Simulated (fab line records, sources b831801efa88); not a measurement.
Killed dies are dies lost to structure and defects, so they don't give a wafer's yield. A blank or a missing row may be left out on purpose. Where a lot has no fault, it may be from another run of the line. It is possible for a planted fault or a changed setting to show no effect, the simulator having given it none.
What tool caused it? | flow gf180mcu | 24 lots, 72 wafers sampled, at 6 steps of a route of 602

== WHAT THE GAUGES READ, wafer by wafer ==
GF_LVPWELL_OVL_MEAS_07. Usual: LVPWELL_OVL gives 0.7 nm (standard deviation 1.3).
lot  | measured    | on         | LVPWELL_OVL (nm) | flag
L074 | day 3 19:16 | overlay-02 | 1.7 -1.3 1.6     |
L075 | day 4 03:01 | overlay-02 | 2.0 1.8 0.7      |
L076 | day 4 06:55 | overlay-02 | 3.2 2.0 2.1      |
L077 | day 4 12:34 | overlay-01 | 1.4 0.8 0.5      |
L078 | day 4 16:55 | overlay-01 | 2.8 3.6 1.9      |
L079 | day 5 00:22 | overlay-01 | -0.2 -1.9 -0.8   |
L080 | day 5 05:01 | overlay-01 | 0.8 0.8 0.0      |
L081 | day 5 10:46 | overlay-02 | -3.0 -2.5 -2.4   |
L082 | day 5 16:28 | overlay-01 | 1.5 1.2 1.8      |
L083 | day 5 23:34 | overlay-02 | 2.4 1.6 2.8      |
L084 | day 6 03:28 | overlay-01 | 1.0 0.0 -1.3     |
L085 | day 6 08:31 | overlay-01 | -1.0 -2.1 0.1    |
L086 | day 6 15:25 | overlay-02 | -1.1 0.7 1.4     |
L087 | day 6 22:10 | overlay-01 | 0.2 -0.3 -0.4    |
L088 | day 7 02:10 | overlay-01 | -0.3 0.9 0.5     |
L089 | day 7 11:07 | overlay-01 | 1.2 0.5 1.6      |
L090 | day 7 13:40 | overlay-02 | -1.5 0.4 -0.1    |
L091 | day 7 20:54 | overlay-02 | 1.2 2.1 2.2      |
L092 | day 8 03:57 | overlay-01 | 0.5 2.3 1.4      |
L093 | day 8 07:51 | overlay-01 | 0.8 0.0 -1.1     |
L094 | day 8 13:39 | overlay-02 | 2.0 1.1 1.8      |
L095 | day 8 19:01 | overlay-02 | 0.8 0.0 0.4      |
L096 | day 9 00:28 | overlay-01 | 0.8 -1.0 0.3     |
L097 | day 9 09:24 | overlay-02 | 1.5 2.0 0.5      |

GF_M2_OVL_MEAS_15. Usual: M2_OVL gives -1 nm (standard deviation 6).
lot  | measured     | on         | M2_OVL (nm) | flag
L074 | day 19 02:34 | overlay-01 | -3 4 1      |
L075 | day 19 10:37 | overlay-01 | -9 0 -9     |
L076 | day 19 23:26 | overlay-01 | 0 -7 -7     |
L077 | day 20 09:11 | overlay-02 | -5 -8 -7    |
L078 | day 20 15:52 | overlay-02 | 1 -14 -6    |
L079 | day 21 02:49 | overlay-01 | -8 -4 -11   |
L080 | day 21 12:52 | overlay-02 | -10 3 -3    |
L081 | day 21 23:49 | overlay-01 | 3 0 2       |
L082 | day 22 10:13 | overlay-01 | -2 -1 -12   |
L083 | day 22 17:22 | overlay-02 | 13 7 8      |
L084 | day 23 00:31 | overlay-02 | 5 6 -1      |
L085 | day 23 05:44 | overlay-01 | 1 3 -7      |
L086 | day 23 14:37 | overlay-01 | -1 -4 3     |
L087 | day 24 00:58 | overlay-01 | 3 -3 1      |
L088 | day 24 10:29 | overlay-02 | -1 8 10     |
L089 | day 24 19:34 | overlay-02 | -2 4 -3     |
L090 | day 24 22:38 | overlay-01 | 5 2 0       |
L091 | day 25 08:07 | overlay-01 | 4 -2 2      |
L092 | day 25 15:22 | overlay-01 | -5 -17 -11  |
L093 | day 25 19:43 | overlay-01 | -3 0 -7     |
L094 | day 26 05:04 | overlay-02 | 4 2 2       |
L095 | day 26 12:20 | overlay-02 | 2 -4 7      |
L096 | day 26 17:08 | overlay-02 | 1 4 -3      |
L097 | day 27 05:07 | overlay-01 | -1 2 -2     |

GF_V2_OVL_MEAS_15. Usual: V2_OVL gives 2 nm (standard deviation 4.9).
lot  | measured     | on         | V2_OVL (nm) | flag
L074 | day 20 04:41 | overlay-02 | 5 8 5       |
L075 | day 20 12:13 | overlay-02 | -5 7 -3     |
L076 | day 21 00:52 | overlay-01 | -7 8 3      |
L077 | day 21 10:08 | overlay-01 | 3 7 -2      |
L078 | day 21 18:02 | overlay-02 | 4 -2 6      |
L079 | day 22 04:02 | overlay-01 | 2 8 8       |
L080 | day 22 13:35 | overlay-01 | 1 5 0       |
L081 | day 23 00:16 | overlay-01 | -5 -6 -5    |
L082 | day 23 11:08 | overlay-02 | -4 5 -3     |
L083 | day 23 17:46 | overlay-02 | 6 5 3       |
L084 | day 24 00:37 | overlay-01 | 4 7 14      |
L085 | day 24 05:13 | overlay-01 | 5 5 10      |
L086 | day 24 14:19 | overlay-02 | 5 1 0       |
L087 | day 25 00:22 | overlay-01 | 1 3 -1      |
L088 | day 25 09:35 | overlay-01 | 5 1 0       |
L089 | day 25 18:01 | overlay-02 | -8 -7 0     |
L090 | day 25 21:07 | overlay-01 | -4 -3 -5    |
L091 | day 26 07:04 | overlay-02 | 0 3 -3      |
L092 | day 26 13:55 | overlay-01 | 9 11 2      |
L093 | day 26 18:07 | overlay-02 | 5 7 3       |
L094 | day 27 02:55 | overlay-02 | -1 10 4     |
L095 | day 27 10:13 | overlay-01 | 6 -1 8      |
L096 | day 27 14:53 | overlay-02 | 1 -4 0      |
L097 | day 28 01:55 | overlay-02 | 6 -4 -3     |

GF_M4_THK_MEAS_06: measures by xrf. Usual: M4_ALCU_THK gives 448 nm (standard deviation 6.1).
lot  | measured     | on            | M4_ALCU_THK (nm) | flag
L074 | day 22 08:31 | film_metro-02 | 448 449 450      |
L075 | day 22 16:15 | film_metro-02 | 450 454 458      |
L076 | day 23 03:37 | film_metro-01 | 441 439 433      |
L077 | day 23 13:25 | film_metro-02 | 440 445 450      |
L078 | day 23 20:38 | film_metro-04 | 451 450 450      |
L079 | day 24 06:13 | film_metro-01 | 437 445 443      |
L080 | day 24 14:49 | film_metro-01 | 442 439 438      |
L081 | day 25 01:04 | film_metro-02 | 438 449 440      |
L082 | day 25 11:37 | film_metro-04 | 456 448 447      |
L083 | day 25 18:05 | film_metro-01 | 448 450 451      |
L084 | day 26 00:12 | film_metro-04 | 445 446 450      |
L085 | day 26 05:18 | film_metro-02 | 442 445 453      |
L086 | day 26 13:18 | film_metro-01 | 456 447 449      |
L087 | day 26 23:35 | film_metro-02 | 448 445 444      |
L088 | day 27 07:08 | film_metro-02 | 447 443 441      |
L089 | day 27 15:40 | film_metro-02 | 455 454 451      |
L090 | day 27 18:48 | film_metro-02 | 449 450 450      |
L091 | day 28 03:18 | film_metro-01 | 450 449 444      |
L092 | day 28 10:17 | film_metro-04 | 442 446 445      |
L093 | day 28 13:53 | film_metro-02 | 455 454 457      |
L094 | day 28 22:27 | film_metro-02 | 457 451 451      |
L095 | day 29 05:27 | film_metro-01 | 446 440 441      |
L096 | day 29 09:22 | film_metro-02 | 446 441 450      |
L097 | day 29 22:20 | film_metro-02 | 452 452 446      |

GF_V4_RS_MEAS_24: a four-point-probe measurement. Usual: V4_W_RS gives 0.329 ohm/sq (standard deviation 0.0047).
lot  | measured     | on            | V4_W_RS (ohm/sq)  | flag
L074 | day 24 06:24 | film_metro-01 | 0.336 0.336 0.331 |
L075 | day 24 15:56 | film_metro-04 | 0.334 0.325 0.335 |
L076 | day 25 01:34 | film_metro-01 | 0.336 0.339 0.326 |
L077 | day 25 11:01 | film_metro-04 | 0.321 0.317 0.329 |
L078 | day 25 18:16 | film_metro-03 | 0.335 0.330 0.328 |
L079 | day 26 03:30 | film_metro-04 | 0.331 0.330 0.320 |
L080 | day 26 11:17 | film_metro-03 | 0.327 0.333 0.327 |
L081 | day 26 20:30 | film_metro-04 | 0.329 0.337 0.331 |
L082 | day 27 06:55 | film_metro-01 | 0.325 0.339 0.327 |
L083 | day 27 13:25 | film_metro-04 | 0.329 0.339 0.334 |
L084 | day 27 18:37 | film_metro-04 | 0.330 0.332 0.335 |
L085 | day 27 23:44 | film_metro-01 | 0.334 0.323 0.333 |
L086 | day 28 08:08 | film_metro-03 | 0.327 0.334 0.327 |
L087 | day 28 17:26 | film_metro-03 | 0.333 0.332 0.331 |
L088 | day 29 00:19 | film_metro-04 | 0.327 0.326 0.326 |
L089 | day 29 08:11 | film_metro-04 | 0.332 0.331 0.331 |
L090 | day 29 11:55 | film_metro-01 | 0.329 0.325 0.323 |
L091 | day 29 19:17 | film_metro-03 | 0.326 0.326 0.329 |
L092 | day 30 06:48 | film_metro-04 | 0.325 0.334 0.324 |
L093 | day 30 05:26 | film_metro-01 | 0.332 0.326 0.328 |
L094 | day 30 13:14 | film_metro-01 | 0.324 0.322 0.321 |
L095 | day 30 20:14 | film_metro-01 | 0.334 0.331 0.332 |
L096 | day 31 00:34 | film_metro-04 | 0.324 0.327 0.330 |
L097 | day 31 10:40 | film_metro-04 | 0.330 0.332 0.329 |

== WHAT TOOL EACH LOT RAN ON (gives the tool, then ch and the chambers of the sampled wafers, and finally the start) ==
lot  | GF_V1_SPUTTER_21
L074 | pvd_sputter-01, day 18 01:03
L075 | pvd_sputter-04, day 18 09:13
L076 | pvd_sputter-01, day 18 21:49
L077 | pvd_sputter-03, day 19 07:59
L078 | pvd_sputter-01, day 19 15:14
L079 | pvd_sputter-01, day 20 02:10
L080 | pvd_sputter-03, day 20 12:37
L081 | pvd_sputter-01, day 20 23:40
L082 | pvd_sputter-01, day 21 10:19
L083 | pvd_sputter-04, day 21 17:12
L084 | pvd_sputter-04, day 22 00:37
L085 | pvd_sputter-04, day 22 05:52
L086 | pvd_sputter-04, day 22 14:34
L087 | pvd_sputter-04, day 23 01:29
L088 | pvd_sputter-01, day 23 10:49
L089 | pvd_sputter-03, day 23 20:50
L090 | pvd_sputter-04, day 24 00:16
L091 | pvd_sputter-04, day 24 09:39
L092 | pvd_sputter-01, day 24 16:19
L093 | pvd_sputter-04, day 24 21:25
L094 | pvd_sputter-04, day 25 07:07
L095 | pvd_sputter-01, day 25 15:05
L096 | pvd_sputter-01, day 25 19:35
L097 | pvd_sputter-01, day 26 08:13
- GF_V1_SPUTTER_21: material Ti, target thk 15 nm, time 80.02 s.

== WHAT THE TOOLS THEMSELVES READ (means of the sampled wafers that have a number; where no wafer has one, the mark that the record gives instead) ==
GF_V1_SPUTTER_21. Usual: cathode_dc_power_W 2500.0 W, standard deviation 0.47; throttle_valve_pct 29.9 %, standard deviation 1.
lot  | tool           | cathode_dc_power_W (W) | throttle_valve_pct (%) | flag
L074 | pvd_sputter-01 | 2500.1                 | 29.2                   |
L075 | pvd_sputter-04 | 2500.0                 | 29.9                   |
L076 | pvd_sputter-01 | 2500.1                 | 28.9                   |
L077 | pvd_sputter-03 | 2499.6                 | 30.0                   |
L078 | pvd_sputter-01 | 2499.8                 | 30.0                   |
L079 | pvd_sputter-01 | 2500.4                 | 29.5                   |
L080 | pvd_sputter-03 | 2500.2                 | 30.3                   |
L081 | pvd_sputter-01 | 2500.5                 | 30.0                   |
L082 | pvd_sputter-01 | 2500.0                 | 30.0                   |
L083 | pvd_sputter-04 | 2499.9                 | 30.1                   |
L084 | pvd_sputter-04 | 2499.7                 | 30.0                   |
L085 | pvd_sputter-04 | 2499.5                 | 30.7                   |
L086 | pvd_sputter-04 | 2499.9                 | 29.6                   |
L087 | pvd_sputter-04 | 2500.2                 | 30.0                   |
L088 | pvd_sputter-01 | 2499.9                 | 30.2                   |
L089 | pvd_sputter-03 | 2500.1                 | 30.4                   |
L090 | pvd_sputter-04 | 2499.6                 | 29.1                   |
L091 | pvd_sputter-04 | 2499.8                 | 29.7                   |
L092 | pvd_sputter-01 | 2500.4                 | 29.5                   |
L093 | pvd_sputter-04 | 2499.9                 | 30.0                   |
L094 | pvd_sputter-04 | 2500.2                 | 30.1                   |
L095 | pvd_sputter-01 | 2500.4                 | 28.7                   |
L096 | pvd_sputter-01 | 2499.9                 | 29.9                   |
L097 | pvd_sputter-01 | 2499.6                 | 29.5                   |

== THE ANSWER, worked out from the rows above alone ==
Rule: take the mean of a lot's wafers that have a number; if it is more than 3 standard deviations from the usual mean, the lot is off. Also off: a lot with no number at a reading for which 4 or more lots have one. Any other lot the step has rows for is counted as sound. Order of review: gauges by route order, followed by the tools' own readings, for which a lot's mean as printed above is used. At the first step where some lot is off, the reading lying furthest off is the one used; lots without a number count as furthest.
None of the lots is off at any reading shown; this tells nothing.

== WHAT THE SIMULATOR HAD INSERTED ==
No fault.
